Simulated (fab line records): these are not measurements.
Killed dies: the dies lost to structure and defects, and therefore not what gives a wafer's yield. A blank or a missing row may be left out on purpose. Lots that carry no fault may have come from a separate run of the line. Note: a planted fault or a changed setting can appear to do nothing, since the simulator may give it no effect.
Which tool was responsible?	flow sky130	11 lots, 33 wafers sampled, at 1 step of a route of 708

## WHAT THE GAUGES SHOWED, per wafer
SKY_LI_CONTACT_THK_MEAS_23: measures by xrf.
lot	measured	on	LI_CONTACT_W_THK (nm)
L273	day 30 22:04	filmMetro-04	386 383 380
L274	day 31 00:38	filmMetro-04	386 380 378
L276	day 31 19:14	filmMetro-03	385 387 385
L278	day 32 16:04	filmMetro-04	377 375 365
L282	day 33 23:31	filmMetro-01	382 376 374
L284	day 34 08:10	filmMetro-01	370 376 374
L283	day 34 11:11	filmMetro-04	375 372 377
L287	day 35 09:28	filmMetro-01	373 374 368
L288	day 35 11:31	filmMetro-01	376 370 373
L289	day 36 00:32	filmMetro-04	379 375 373
L292	day 36 12:52	filmMetro-04	376 378 381

## TOOL THAT RAN EACH LOT (tool first, then ch and the chambers of the sampled wafers, then the start)
The record holds no process step before these readings.

## THE ANSWER, worked out from the rows above alone
Rule: the usual values come from the lots themselves. Put in order of their means at a reading, lots are off if they are a third of the lots or fewer, leave a main group of 4 or more, and stand apart from it by a gap of 3 or more times the standard deviation of the main group's means; of several such gaps the widest counts. A main group whose means are all the same, to the digits that the tables above print for the reading, isn't used. Also off: a lot with no number at a reading for which 4 or more lots have one. The other lots that the step has rows for count as sound.
None of the lots is off at any reading shown; this tells nothing.

## WHAT THE SIMULATOR PUT IN
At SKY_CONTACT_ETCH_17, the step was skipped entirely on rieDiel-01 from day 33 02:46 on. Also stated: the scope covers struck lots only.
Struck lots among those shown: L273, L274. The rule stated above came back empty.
